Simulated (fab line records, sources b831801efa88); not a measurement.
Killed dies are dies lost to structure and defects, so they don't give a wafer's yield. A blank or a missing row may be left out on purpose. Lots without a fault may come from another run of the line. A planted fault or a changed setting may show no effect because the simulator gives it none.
A struck lot beside a sound one | flow gf180mcu | 14 steps out of a route of 602
Sound: wafers L762.1, L762.2, L762.6. Struck: wafers L750.4, L750.5, L750.6. The cause comes at the end.
At each step with rows: each side's tool, then ch and its chambers, then its first start. Under that, the readings that differ: sound wafers | struck wafers | difference of the means | sigmas: that difference in standard deviations of wafers without a fault.
alike: readings whose means differ by less than 2 such deviations, and words and numbers that are the same on both sides. not compared: withheld readings, readings that some wafer has no value for, bounds like >300 that may hide the same value, and numbers for which the record gives no deviation and whose values overlap.
The two part at a step that has a row with sigmas, a row that says differs or no value, or rows on one side only. Numbers that don't overlap but have no deviation are shown without sigmas and don't part them. A reading that every wafer of one side lacks parts them only if that side has two wafers or more.

first, 2 steps without rows for these wafers: GF_M4_CLEAN_19 (cleans in DIW); GF_V4_CVD_00 (deposits SiO2, target thk 600 nm, time 100 s).
GF_V4_THK_MEAS_01:
  sound on film_metro-03, day 29 11:01; struck on film_metro-03, day 25 17:26
  alike: V4_CVD_00_THK
GF_V4_CVD_02: deposits SiO2 from TEOS, target thk 850 nm, time 94.851 s.
  sound on pecvd-03 ch 0,2, day 29 11:04; struck on pecvd-02 ch 1,2, day 25 17:30
  alike: heater_power_w
GF_V4_THK_MEAS_03:
  sound on film_metro-02, day 29 11:08; struck on film_metro-03, day 25 17:36
  alike: V4_CVD_02_THK
GF_V4_CMP_04: polishes SiO2.
  sound on cmp-01 ch 0,1, day 29 11:12; struck on cmp-02 ch 1,2,3, day 25 17:44
  alike: head_pressure_psi, motor_current_A, slurry_flow_ml_min, time_to_endpoint_s
GF_V4_BOW_MEAS_05:
  sound on film_metro-04, day 29 11:30; struck on film_metro-02, day 25 17:59
  alike: V4_BOW
then, 5 steps without rows for these wafers: GF_V4_DEHYDRATE_06 (time 60 s); GF_V4_HMDS_07 (prime time 60 s); GF_V4_COAT_08; GF_V4_COAT_09 (resist thk 1000 nm); GF_V4_SOFTBAKE_10 (time 60 s).
GF_V4_EXPOSE_11: exposes mask Via4, target cd 260 nm.
  sound on krf_scanner-02 ch 0, day 29 21:38; struck on krf_scanner-02, day 26 04:53
  no value came back on the struck wafers for exposure_dose_mJ_cm2, focus_offset_nm (nm), stage_vel_mm_s (mm/s); on the sound wafers exposure_dose_mJ_cm2 reads 37.97 37.94 37.99
  alike: mask
then, 1 step without rows for these wafers: GF_V4_PEB_12 (peb time 90 s).

WHERE THEY PART
Only at GF_V4_EXPOSE_11, within this record.

WHY: what the simulator had put in
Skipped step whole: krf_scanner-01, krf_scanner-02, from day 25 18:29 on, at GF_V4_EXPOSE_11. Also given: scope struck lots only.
